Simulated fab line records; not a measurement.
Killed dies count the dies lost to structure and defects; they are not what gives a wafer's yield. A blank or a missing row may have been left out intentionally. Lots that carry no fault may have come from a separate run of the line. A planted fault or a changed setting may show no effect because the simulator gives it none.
A lot that was struck, set against a sound lot + flow gf180mcu + 15 steps out of a route of 602
Sound: these wafers, L209.2, L209.5, L209.6. Struck: wafers L200.2, L200.3, L200.4. At the end, the cause is stated.
For every step that has rows: the tool of each side, followed by ch and its chambers, followed by its first start. Under that, the readings that differ: sound wafers + struck wafers + difference of the means + sigmas: that difference in standard deviations of wafers without a fault.
alike: a reading whose means differ by less than 2 such deviations, as well as words and numbers matching on both sides. not compared: withheld readings; readings where some wafer has no value; bounds like >300 that might hide an equal value; numbers whose values overlap and for which the record gives no deviation.
Wherever a step has rows on one side only, a row that says differs or no value, or a row with sigmas, the two part there. When numbers do not overlap yet have no deviation, they are printed without sigmas and do not part them. A reading that every wafer of one side lacks parts them only if that side has two wafers or more.

first, 1 step without rows for these wafers: GF_STI_CVD_03 (deposits Si3N4 from DCS/NH3, target thk 207.16 nm, time 3551 s).
GF_STI_THK_MEAS_04:
  sound: film_metro-03 at day 5 07:34; struck: film_metro-02 at day 3 13:03
| reading             | sound             | struck            | difference | sigmas |
|---------------------|-------------------|-------------------|------------|--------|
| STI_CVD_03_THK (nm) | 209.6 207.6 209.4 | 202.2 201.4 203.6 | -6.5       | -2     |
then, 7 steps without rows for these wafers: GF_STI_DEHYDRATE_05 (time 60 s); GF_STI_HMDS_06 (prime time 60 s); GF_STI_COAT_07 (resist thk 700 nm); GF_STI_SOFTBAKE_08 (time 60 s); GF_STI_EXPOSE_09 (exposes mask COMP, target cd 220 nm); GF_STI_PEB_10 (peb time 90 s); GF_STI_DEVELOP_11 (develop time 60 s).
GF_STI_CD_MEAS_12: the cd target is 220 nm.
  sound: cd_sem-02 at day 5 21:59; struck: cd_sem-01 at day 4 02:05
  alike: cd_nm
GF_STI_ETCH_13: etches the open film in CHF3/O2, stops on Si, target depth 282.31 nm, time 112.9 s.
  sound on rie_diel-02 ch 2,3, day 5 22:05; struck on rie_diel-04 ch 0,1,2, day 4 02:11
  alike: chamber_pressure_mTorr, drypump_motor_current_A, oes_product_au, rf_fwd_power_W, throttle_valve_pct
  not compared: rf_hours_counter_h
GF_STI_ETCH_14: etches Si in HBr/Cl2/O2, target depth 360 nm, time 102.9 s.
  sound on rie_si-01 ch 1,2,3, day 5 22:10; struck on rie_si-01 ch 1,2, day 4 02:16
  alike: chamber_pressure_mTorr, drypump_motor_current_A, oes_product_au, rf_fwd_power_W, throttle_valve_pct
  not compared: rf_hours_counter_h
GF_STI_STRIP_15: strips in O2/N2.
  sound on plasma_asher-01 ch 0,1, day 5 22:14; struck on plasma_asher-01 ch 0,1, day 4 02:20
  no value came back on the struck wafers for any of 5 readings (chamber_pressure_mTorr (mTorr), drypump_motor_current_A (A) and others); on the sound wafers chamber_pressure_mTorr (mTorr) reads 1500.8 1499.7 1497.8
| reading                              | sound | struck          | difference | sigmas |
|--------------------------------------|-------|-----------------|------------|--------|
| model.KrF_of_STI_COAT_07.thk_nm (nm) | 0 0 0 | 318.6 316.9 322 | +319.2     |        |
  not compared: rf_hours_counter_h
then, 1 step without rows for these wafers: GF_STI_CLEAN_16 (cleans in dHF, time 25 s).
-- the record jumps here: 28 days lie between the struck wafers' starts before and after (it left off in module STI and takes up again in module PASSIVATION, whose first step shown is number 602 of the route) --
GF_PASSIVATION_PROBE_99:
  the record has rows for the struck wafers here (prober-01, day 32 00:56) and none for the sound ones

## WHERE THEY PART
At GF_STI_THK_MEAS_04 first; at GF_PASSIVATION_PROBE_99 last (within this record only).

WHY: whatever the simulator had introduced
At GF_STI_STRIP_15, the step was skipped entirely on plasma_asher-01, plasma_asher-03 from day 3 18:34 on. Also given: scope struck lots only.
